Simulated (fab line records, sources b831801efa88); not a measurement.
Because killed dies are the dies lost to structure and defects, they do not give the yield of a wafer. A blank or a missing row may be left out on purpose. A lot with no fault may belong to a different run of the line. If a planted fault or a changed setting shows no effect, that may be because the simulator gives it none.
A struck lot beside a sound one	flow sky130	15 steps out of a route of 708
Sound: wafers L205.2, L205.3, L205.4. Wafers L199.2, L199.4, L199.5 were the ones struck. The cause comes at the end.
At each step with rows: each side's tool, then ch and its chambers, then its first start. Under that, the readings that differ: sound wafers	struck wafers	difference of the means	sigmas: that difference in standard deviations of wafers without a fault.
alike: words and numbers the same on both sides, and readings whose means are apart by under 2 such deviations; not compared: readings that were withheld, readings missing a value for some wafer, numbers with overlapping values and no deviation given by the record, and bounds like >300 which may hide the same value.
A row with sigmas, a row that says differs or no value, or rows on one side alone: a step with any of these is where the two part. Non-overlapping numbers with no deviation appear without sigmas and do not part them. Lack of a reading on every wafer of one side parts them only where that side has two or more wafers.

SKY_CAP2M_METAL_ETCH_13: etches TiN in Cl2/BCl3, stops on SiO2, target depth 220 nm, time 62.9 s.
  sound on rie metal-04 ch 0,1, day 42 22:33; struck on rie metal-03 ch 0,1, day 40 22:06
  alike: drypump motor current A, oes product au, throttle valve pct
  not compared: rf hours counter h
SKY_CAP2M_STRIP_14: strips in O2/N2.
  sound on plasma asher-04 ch 0,1, day 42 22:39; struck on plasma asher-02 ch 0,1, day 40 22:11
  alike: drypump motor current A, oes product au, strip time to endpoint s
  not compared: rf hours counter h
then, 10 steps without rows for these wafers: SKY_CAP2M_STRIP_15 (strips in post etch residue remover, time 1200 s); SKY_CAP2M_CLEAN_16 (cleans in IPA, time 180 s); SKY_CAP2M_CLEAN_17 (cleans in O3/DIW); SKY_METAL4_DEHYDRATE_05 (time 60 s); SKY_METAL4_HMDS_06 (prime time 60 s); SKY_METAL4_COAT_07 (resist thk 60 nm); SKY_METAL4_COAT_08 (resist thk 1140 nm); SKY_METAL4_SOFTBAKE_09 (time 90 s); SKY_METAL4_EXPOSE_10 (exposes mask MM4, target cd 300 nm); SKY_METAL4_PEB_11.
SKY_METAL4_DEVELOP_12: develop time 60 s.
  sound on litho track-04 ch 0, day 43 21:00; struck on litho track-02 ch 0, day 42 00:00
reading	sound	struck	difference	sigmas
developer temp C (C)	20.93 20.91 20.91	21.60 21.56 21.62	+0.68	+6
SKY_METAL4_CD_MEAS_13 targets a cd of 300 nm.
  struck on cd sem-02, day 42 00:43; sound on cd sem-01, day 43 21:23
  alike: cd nm
following that, these wafers have no rows for 1 step: SKY_PAD_OPEN_PROBE_99.

== WHERE THEY PART ==
At SKY_METAL4_DEVELOP_12 and nowhere else, as far as this record goes. Later steps at which nothing parts them and some readings are alike: SKY_METAL4_CD_MEAS_13.

WHY: what had been put in by the simulator
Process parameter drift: litho track-02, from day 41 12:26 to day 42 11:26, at SKY_METAL4_DEVELOP_12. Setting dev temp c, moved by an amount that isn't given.
